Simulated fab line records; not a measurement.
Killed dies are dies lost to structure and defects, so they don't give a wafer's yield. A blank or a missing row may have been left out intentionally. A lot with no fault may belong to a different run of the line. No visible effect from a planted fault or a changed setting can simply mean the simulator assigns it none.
fab line records | flow sfq-line
record lots=14 | wafers=41 | last-day=75
route steps=325 shown M7@283 I7@300 M8@323
lots that met no fault: taken from a fault-free run of the same line
start-h: start of the lot's first displayed wafer, in hours after the record's first day | wait-h: hours from the lot's prior step to this one | " as in the row above | L1.1+2: one row covering several wafers at once | - value missing, or start not given | * or withheld: withheld | < > ~ a bound
route shown NAME@n: NAME is a module with steps in the file, n the number in the route of the first one | usual: mean and standard deviation over wafers with no fault | same: alike in all rows | chamber/n: place in a boat | sites: readings site by site | _std_site: how widely they spread, as a standard deviation | _edge_site: the outer-site mean with the inner-site mean subtracted | radius-mm: how far each site lies from the wafer's centre | mask NAME#n: copy n | behind: the most recent tool/chamber to have shaped the wafer | hold: reason for holding the lot/hours on hold/outcome of the hold | device: transistor that didn't switch, given as n, p or np | end of line: the route-end tests of the same wafers | for a step that has no rows: nothing shown but its recipe | killed: the dies lost at the first sort to structure and to defects; this is not the yield of the wafer | map: a wafer's dies, x killed, . not, _ none there
set.NAME: the setting as run; set.NAME@STEP: as run at that earlier step | model.NAME: the simulator's own value behind a step, which no gauge read
one table for each step of the route and one row for each wafer, over a sample of lots
services: the hour from which a tool's chamber was out of use, counted from the record's first day as start-h (under 0 if before that day), plus the number of hours and why
## steps
# step SFQ_M7_RS_MEAS_943
# recipe thk-meas-gauge=four-point-probe | reads=Nb_of_TRILAYER_M7_DEP_SPUTTER_175
# usual M7_NB_RS=0.888/0.0092
lot.wafer | tool          | chamber | start-h | wait-h | M7_NB_RS[ohm/sq]
L475.3    | film-metro-04 | -       | 1392.30 | 0.1    | 0.879
L475.4    | "             | -       | "       | "      | 0.882
L475.5    | "             | -       | "       | "      | 0.886
L476.4    | film-metro-04 | -       | 1404.32 | 0.1    | 0.892
L476.5    | "             | -       | "       | "      | 0.897
L476.6    | "             | -       | "       | "      | 0.890
L477.1    | film-metro-03 | -       | 1408.61 | 0.0    | 0.871
L477.2    | "             | -       | "       | "      | 0.881
L477.3    | "             | -       | "       | "      | 0.891
L478.1    | film-metro-04 | -       | 1435.01 | 0.0    | 0.877
L478.3    | "             | -       | "       | "      | 0.882
L478.6    | "             | -       | "       | "      | 0.880
L480.2    | film-metro-04 | -       | 1443.43 | 0.1    | 0.886
L480.4    | "             | -       | "       | "      | 0.895
L480.5    | "             | -       | "       | "      | 0.889
L486.1    | film-metro-03 | -       | 1469.33 | 0.0    | 0.877
L486.4    | "             | -       | "       | "      | 0.883
L486.5    | "             | -       | "       | "      | 0.887
L487.2    | film-metro-01 | -       | 1470.55 | 0.1    | 0.890
L487.3    | "             | -       | "       | "      | 0.884
L488.2    | film-metro-03 | -       | 1472.35 | 0.1    | 0.874
L488.4    | "             | -       | "       | "      | 0.890
L488.6    | "             | -       | "       | "      | 0.882
L489.2    | film-metro-01 | -       | 1472.95 | 0.1    | 0.894
L489.4    | "             | -       | "       | "      | 0.889
L489.5    | "             | -       | "       | "      | 0.897
L492.1    | film-metro-03 | -       | 1476.53 | 0.0    | 0.886
L492.3    | "             | -       | "       | "      | 0.880
L492.5    | "             | -       | "       | "      | 0.882
L494.2    | film-metro-01 | -       | 1603.38 | 0.1    | 0.883
L494.3    | "             | -       | "       | "      | 0.895
L494.4    | "             | -       | "       | "      | 0.875
L496.1    | film-metro-03 | -       | 1622.13 | 0.0    | 0.912
L496.3    | "             | -       | "       | "      | 0.894
L496.6    | "             | -       | "       | "      | 0.891
L497.1    | film-metro-04 | -       | 1637.02 | 0.0    | 0.881
L497.4    | "             | -       | "       | "      | 0.893
L497.5    | "             | -       | "       | "      | 0.876
L498.1    | film-metro-03 | -       | 1658.60 | 0.0    | 0.878
L498.2    | "             | -       | "       | "      | 0.893
L498.3    | "             | -       | "       | "      | 0.892
# step SFQ_TRILAYER_I7_VIA_LITHO_COAT_192
# recipe resist=BARC | spin-rpm=3000 | resist-thk-nm=62
# usual spin-speed-rpm=3000.0/2
lot.wafer | tool           | chamber | start-h | wait-h | spin-speed-rpm
L475.3    | litho-track-02 | 0       | 1515.52 | 0.7    | 2998.9
L475.4    | "              | 0       | "       | "      | 3004.9
L475.5    | "              | 0       | "       | "      | 3001.1
L476.4    | litho-track-03 | 0       | 1525.57 | 0.6    | 2999.2
L476.5    | "              | 0       | "       | "      | 3001.0
L476.6    | "              | 0       | "       | "      | 3001.6
L477.1    | litho-track-04 | 0       | 1530.22 | 1.0    | 3000.9
L477.2    | "              | 0       | "       | "      | 2999.2
L477.3    | "              | 0       | "       | "      | 3000.7
L478.1    | litho-track-04 | 0       | 1556.20 | 1.0    | 3002.1
L478.3    | "              | 0       | "       | "      | 3002.2
L478.6    | "              | 0       | "       | "      | 2998.9
L480.2    | litho-track-02 | 0       | 1560.27 | 0.8    | 3001.0
L480.4    | "              | 0       | "       | "      | 3000.8
L480.5    | "              | 0       | "       | "      | 2995.5
L486.1    | litho-track-02 | 0       | 1587.74 | 1.0    | 2998.5
L486.4    | "              | 0       | "       | "      | 2998.3
L486.5    | "              | 0       | "       | "      | 2999.2
L487.2    | litho-track-04 | 0       | 1589.17 | 0.8    | 3096.8
L487.3    | "              | 0       | "       | "      | 3098.2
L488.2    | litho-track-04 | 0       | 1590.79 | 0.8    | 3097.4
L488.4    | "              | 0       | "       | "      | 3098.9
L488.6    | "              | 0       | "       | "      | 3101.1
L489.2    | litho-track-03 | 0       | 1593.79 | 0.8    | 2998.4
L489.4    | "              | 0       | "       | "      | 2996.1
L489.5    | "              | 0       | "       | "      | 3000.8
L492.1    | litho-track-02 | 0       | 1601.12 | 1.0    | 3001.4
L492.3    | "              | 0       | "       | "      | 2996.8
L492.5    | "              | 0       | "       | "      | 2998.7
L494.2    | litho-track-02 | 0       | 1618.79 | 0.8    | 2998.2
L494.3    | "              | 0       | "       | "      | 2999.9
L494.4    | "              | 0       | "       | "      | 2998.0
L496.1    | litho-track-04 | 0       | 1711.04 | 1.0    | 2997.6
L496.3    | "              | 0       | "       | "      | 2999.8
L496.6    | "              | 0       | "       | "      | 3001.9
L497.1    | litho-track-02 | 0       | 1715.92 | 1.0    | 3001.9
L497.4    | "              | 0       | "       | "      | 3002.5
L497.5    | "              | 0       | "       | "      | 3000.9
L498.1    | litho-track-02 | 0       | 1727.92 | 1.0    | 3000.6
L498.2    | "              | 0       | "       | "      | 3003.3
L498.3    | "              | 0       | "       | "      | 3003.3
# step SFQ_TRILAYER_I7_VIA_STRIP_STRIP_191
# recipe gas=O2 | power-w=200 | platen-temp-c=40 | overash-fraction=0.65 | chemistry=O2 | pressure-mtorr=50
# usual drypump-motor-current-A=5.91/0.26 | oes-product-au=0.999/0.0095
lot.wafer | tool         | chamber | start-h | wait-h | drypump-motor-current-A | oes-product-au | rf-hours-counter-h
L475.3    | rie-metal-03 | 1       | 1623.79 | -      | 5.96                    | 0.995          | -
L475.4    | "            | 0       | "       | "      | 5.86                    | 1.000          | -
L475.5    | "            | 0       | "       | "      | 5.85                    | 1.003          | -
L476.4    | rie-metal-03 | 1       | 1637.51 | -      | 5.98                    | 1.015          | -
L476.5    | "            | 1       | "       | "      | 5.94                    | 1.005          | -
L476.6    | "            | 0       | "       | "      | 5.89                    | 1.009          | -
L477.1    | rie-metal-02 | 0       | 1640.91 | -      | 5.64                    | 0.966          | 70
L477.2    | "            | 1       | "       | "      | 6.23                    | 0.986          | 42
L477.3    | "            | 1       | "       | "      | 6.22                    | 0.993          | -
L478.1    | rie-metal-03 | 1       | 1661.31 | -      | 5.95                    | 1.003          | 22
L478.3    | "            | 0       | "       | "      | 5.85                    | 1.004          | -
L478.6    | "            | 1       | "       | "      | 5.97                    | 1.007          | -
L480.2    | rie-metal-03 | 1       | 1664.75 | -      | 5.94                    | 0.993          | 23
L480.4    | "            | 0       | "       | "      | 5.85                    | 0.993          | -
L480.5    | "            | 1       | "       | "      | 5.96                    | 1.000          | -
L486.1    | rie-metal-03 | 1       | 1678.05 | -      | 5.96                    | 1.007          | 26
L486.4    | "            | 0       | "       | "      | 5.87                    | 0.997          | -
L486.5    | "            | 0       | "       | "      | 5.88                    | 1.014          | -
L487.2    | rie-metal-03 | 1       | 1679.25 | -      | 5.96                    | 0.995          | 27
L487.3    | "            | 0       | "       | "      | 5.89                    | 0.996          | -
L488.2    | rie-metal-03 | 1       | 1680.45 | -      | 5.96                    | 0.990          | 27
L488.4    | "            | 0       | "       | "      | 5.89                    | 1.013          | -
L488.6    | "            | 1       | "       | "      | 5.95                    | 0.999          | -
L489.2    | rie-metal-04 | 0       | 1682.85 | -      | 6.38                    | 1.006          | 58
L489.4    | "            | 0       | "       | "      | 6.33                    | 1.002          | -
L489.5    | "            | 1       | "       | "      | 5.42                    | 0.994          | -
L492.1    | rie-metal-03 | 1       | 1688.85 | -      | 5.96                    | 1.002          | 29
L492.3    | "            | 0       | "       | "      | 5.88                    | 1.006          | -
L492.5    | "            | 0       | "       | "      | 5.85                    | 1.001          | -
L494.2    | rie-metal-02 | 0       | 1702.23 | -      | 5.63                    | 0.992          | 83
L494.3    | "            | 1       | "       | "      | 6.20                    | 0.972          | -
L494.4    | "            | 0       | "       | "      | 5.62                    | 0.999          | -
L496.1    | rie-metal-02 | 1       | 1756.03 | -      | 6.22                    | 0.986          | 68
L496.3    | "            | 1       | "       | "      | 6.23                    | 0.995          | -
L496.6    | "            | 1       | "       | "      | 6.21                    | 0.996          | -
L497.1    | rie-metal-02 | 0       | 1758.43 | -      | 5.62                    | 0.995          | 96
L497.4    | "            | 0       | "       | "      | 5.60                    | 1.002          | -
L497.5    | "            | 1       | "       | "      | 6.18                    | 0.985          | -
L498.1    | rie-metal-03 | 0       | 1759.79 | -      | 5.92                    | 1.006          | 6
L498.2    | "            | 1       | "       | "      | 5.95                    | 1.010          | 48
L498.3    | "            | 1       | "       | "      | 5.98                    | 1.013          | -
# step SFQ_M8_THK_MEAS_950
# recipe thk-meas-gauge=xrf | reads=Au_of_TRILAYER_M8_DEP_EVAP_196
# usual M8_AU_THK=183.5/2.2
lot.wafer | tool          | chamber | start-h | wait-h | M8_AU_THK[nm]
L475.3    | film-metro-03 | -       | 1638.16 | 0.1    | 185.4
L475.4    | "             | -       | "       | "      | 183.7
L475.5    | "             | -       | "       | "      | 183.9
L476.4    | film-metro-03 | -       | 1644.17 | 0.1    | 185.5
L476.5    | "             | -       | "       | "      | 185.0
L476.6    | "             | -       | "       | "      | 185.2
L477.1    | film-metro-03 | -       | 1650.14 | 0.1    | 182.5
L477.2    | "             | -       | "       | "      | 182.4
L477.3    | "             | -       | "       | "      | 179.8
L478.1    | film-metro-02 | -       | 1722.00 | 0.1    | 189.1
L478.3    | "             | -       | "       | "      | 185.7
L478.6    | "             | -       | "       | "      | 187.9
L480.2    | film-metro-02 | -       | 1724.41 | 0.1    | 183.8
L480.4    | "             | -       | "       | "      | 185.0
L480.5    | "             | -       | "       | "      | 186.4
L486.1    | film-metro-03 | -       | 1736.40 | 0.1    | 183.2
L486.4    | "             | -       | "       | "      | 181.4
L486.5    | "             | -       | "       | "      | 182.7
L487.2    | film-metro-04 | -       | 1737.61 | 0.1    | 184.5
L487.3    | "             | -       | "       | "      | 181.7
L488.2    | film-metro-04 | -       | 1738.81 | 0.1    | 183.7
L488.4    | "             | -       | "       | "      | 183.2
L488.6    | "             | -       | "       | "      | 182.6
L489.2    | film-metro-02 | -       | 1741.21 | 0.1    | 183.5
L489.4    | "             | -       | "       | "      | 186.4
L489.5    | "             | -       | "       | "      | 183.3
L492.1    | film-metro-04 | -       | 1751.79 | 0.1    | 181.5
L492.3    | "             | -       | "       | "      | 183.7
L492.5    | "             | -       | "       | "      | 182.7
L494.2    | film-metro-04 | -       | 1762.60 | 0.1    | 180.0
L494.3    | "             | -       | "       | "      | 181.2
L494.4    | "             | -       | "       | "      | 180.1
L496.1    | film-metro-04 | -       | 1804.42 | 0.1    | 182.6
L496.3    | "             | -       | "       | "      | 184.2
L496.6    | "             | -       | "       | "      | 182.9
L497.1    | film-metro-03 | -       | 1808.02 | 0.1    | 178.9
L497.4    | "             | -       | "       | "      | 184.3
L497.5    | "             | -       | "       | "      | 183.6
L498.1    | film-metro-03 | -       | 1809.22 | 0.1    | 182.3
L498.2    | "             | -       | "       | "      | 180.2
L498.3    | "             | -       | "       | "      | 183.5
## services
tool         | chamber | start-h | hours | kind
rie-metal-03 | 1       | 1494.38 | -     | clean
rie-metal-03 | 1       | 1494.38 | -     | consumable-replace:focus-ring
rie-metal-03 | 1       | 1494.38 | 19.6  | scheduled-down
rie-metal-03 | 1       | 1494.38 | 19.6  | vent-cycle
rie-metal-04 | -       | 1522.13 | 2.8   | pm
rie-metal-04 | 1       | 1562.97 | -     | clean
rie-metal-04 | 1       | 1562.97 | -     | consumable-replace:focus-ring
rie-metal-04 | 1       | 1562.97 | 12.4  | scheduled-down
rie-metal-04 | 1       | 1562.97 | 12.4  | vent-cycle
rie-metal-04 | 0       | 1563.34 | 6.5   | repair
rie-metal-03 | -       | 1583.34 | 2.8   | pm
rie-metal-03 | 0       | 1587.92 | 15.9  | repair
rie-metal-02 | 1       | 1604.73 | 2.6   | repair
rie-metal-02 | 0       | 1622.97 | 2.0   | repair
rie-metal-03 | 0       | 1715.01 | -     | clean
rie-metal-03 | 0       | 1715.01 | -     | consumable-replace:focus-ring
rie-metal-03 | 0       | 1715.01 | 16.4  | scheduled-down
rie-metal-03 | 0       | 1715.01 | 16.4  | vent-cycle
## key
first-sign step=SFQ_TRILAYER_I7_VIA_LITHO_COAT_192 | reading=spin-speed-rpm | direction=up | sigmas=50 | usual=3000.0 | struck=3098.5
effect none on later readings
met-at SFQ_TRILAYER_I7_VIA_LITHO_COAT_192
struck-lots L487,L488
not-acting-at SFQ_M7_RS_MEAS_943,SFQ_TRILAYER_I7_VIA_STRIP_STRIP_191,SFQ_M8_THK_MEAS_950
onset-between 1556.20 1589.17
fault kind=process-parameter-drift | tool=litho-track-04 | chamber=- | onset-h=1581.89 | steps=SFQ_TRILAYER_I7_VIA_LITHO_COAT_192 | channel=spin-rpm | offset=99.763 | shape=step | end-h=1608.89 | acts-in=these-recipes-only | stated=3000
